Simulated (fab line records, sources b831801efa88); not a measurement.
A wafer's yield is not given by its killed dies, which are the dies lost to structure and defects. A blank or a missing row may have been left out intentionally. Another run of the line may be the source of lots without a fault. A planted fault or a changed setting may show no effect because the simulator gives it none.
Which tool is to blame? || flow gf180mcu || 36 wafers sampled from 12 lots at 1 step of a route of 602

WHAT THE GAUGES SHOWED, per wafer
GF_V1_RS_MEAS_24: measurement is done with a four-point probe.
{"lot": "L075", "measured": "day 18 11:50", "on": "film metro-03", "V1_W_RS (ohm/sq)": "0.330 0.333 0.328"}
{"lot": "L077", "measured": "day 19 10:36", "on": "film metro-04", "V1_W_RS (ohm/sq)": "0.327 0.324 0.333"}
{"lot": "L079", "measured": "day 20 06:02", "on": "film metro-02", "V1_W_RS (ohm/sq)": "0.328 0.328 0.328"}
{"lot": "L081", "measured": "day 21 03:25", "on": "film metro-02", "V1_W_RS (ohm/sq)": "0.333 0.329 0.330"}
{"lot": "L083", "measured": "day 21 18:56", "on": "film metro-04", "V1_W_RS (ohm/sq)": "0.328 0.334 0.334"}
{"lot": "L085", "measured": "day 22 15:20", "on": "film metro-02", "V1_W_RS (ohm/sq)": "0.338 0.337 0.336"}
{"lot": "L087", "measured": "day 23 00:19", "on": "film metro-02", "V1_W_RS (ohm/sq)": "0.324 0.326 0.328"}
{"lot": "L089", "measured": "day 23 16:22", "on": "film metro-02", "V1_W_RS (ohm/sq)": "0.330 0.325 0.327"}
{"lot": "L091", "measured": "day 24 07:52", "on": "film metro-03", "V1_W_RS (ohm/sq)": "0.327 0.326 0.327"}
{"lot": "L093", "measured": "day 25 00:10", "on": "film metro-03", "V1_W_RS (ohm/sq)": "0.325 0.327 0.321"}
{"lot": "L095", "measured": "day 25 15:35", "on": "film metro-02", "V1_W_RS (ohm/sq)": "0.330 0.325 0.332"}
{"lot": "L097", "measured": "day 26 09:32", "on": "film metro-04", "V1_W_RS (ohm/sq)": "0.322 0.327 0.323"}

TOOL THAT RAN EACH LOT (tool first, then ch and the chambers of the sampled wafers, then the start)
Record: no process step prior to these readings.

THE ANSWER, worked out from the rows above alone
Rule: the usual values come from the lots themselves. Put in order of their means at a reading, lots are off if they are a third of the lots or fewer, leave a main group of 4 or more, and stand apart from it by a gap of 3 or more times the standard deviation of the main group's means; of several such gaps the widest counts. A main group whose means are all the same, to the digits that the tables above print for the reading, isn't used. A lot without any number at a reading at which 4 lots or more have one is off too. Where the step has rows for the other lots, those lots are counted as sound.
No lot is off at any reading shown: from this, nothing can be told.

WHAT WAS PUT IN BY THE SIMULATOR
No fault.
